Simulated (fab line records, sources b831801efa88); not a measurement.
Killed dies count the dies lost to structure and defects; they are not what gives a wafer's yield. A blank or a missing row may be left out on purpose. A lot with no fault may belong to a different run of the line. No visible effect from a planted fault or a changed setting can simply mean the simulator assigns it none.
Which of the tools did it?	flow sky130	36 wafers sampled from 12 lots at 1 step of a route of 708

WHAT EACH GAUGE READ, for each wafer
SKY_POLY_GATE_CD_MEAS_22.
lot	measured	on	cd_nm (nm)
L075	day 16 09:48	cd_sem-01	147.4 145.4 148.6
L077	day 18 15:53	cd_sem-02	152.1 151.1 151.6
L078	day 19 10:13	cd_sem-01	153.7 151.8 150.9
L081	day 19 23:04	cd_sem-02	151.1 150.6 150.8
L084	day 20 07:10	cd_sem-02	150.4 150.7 151.3
L086	day 21 02:00	cd_sem-01	149.3 149.7 149.3
L087	day 21 10:57	cd_sem-01	152.5 151.8 150.0
L089	day 22 01:44	cd_sem-02	149.5 152.8 149.1
L091	day 22 13:21	cd_sem-02	147.3 150.1 147.5
L093	day 23 05:34	cd_sem-02	149.8 148.3 149.3
L095	day 24 04:49	cd_sem-02	152.3 151.8 149.0
L097	day 24 18:37	cd_sem-01	147.5 147.6 147.1

WHAT TOOL EACH LOT RAN ON (gives the tool, then ch and the chambers of the sampled wafers, and finally the start)
The record holds no process step before these readings.

THE ANSWER, worked out from the rows above alone
Rule: the usual values come from the lots themselves. Put in order of their means at a reading, lots are off if they are a third of the lots or fewer, leave a main group of 4 or more, and stand apart from it by a gap of 3 or more times the standard deviation of the main group's means; of several such gaps the widest counts. The tables above print the reading to a certain number of digits; a main group whose means all agree to those digits is not used. A lot without any number at a reading at which 4 lots or more have one is off too. Any other lot the step has rows for is counted as sound.
Nothing can be told from this: no lot is off at any reading shown.

WHAT THE SIMULATOR PUT IN
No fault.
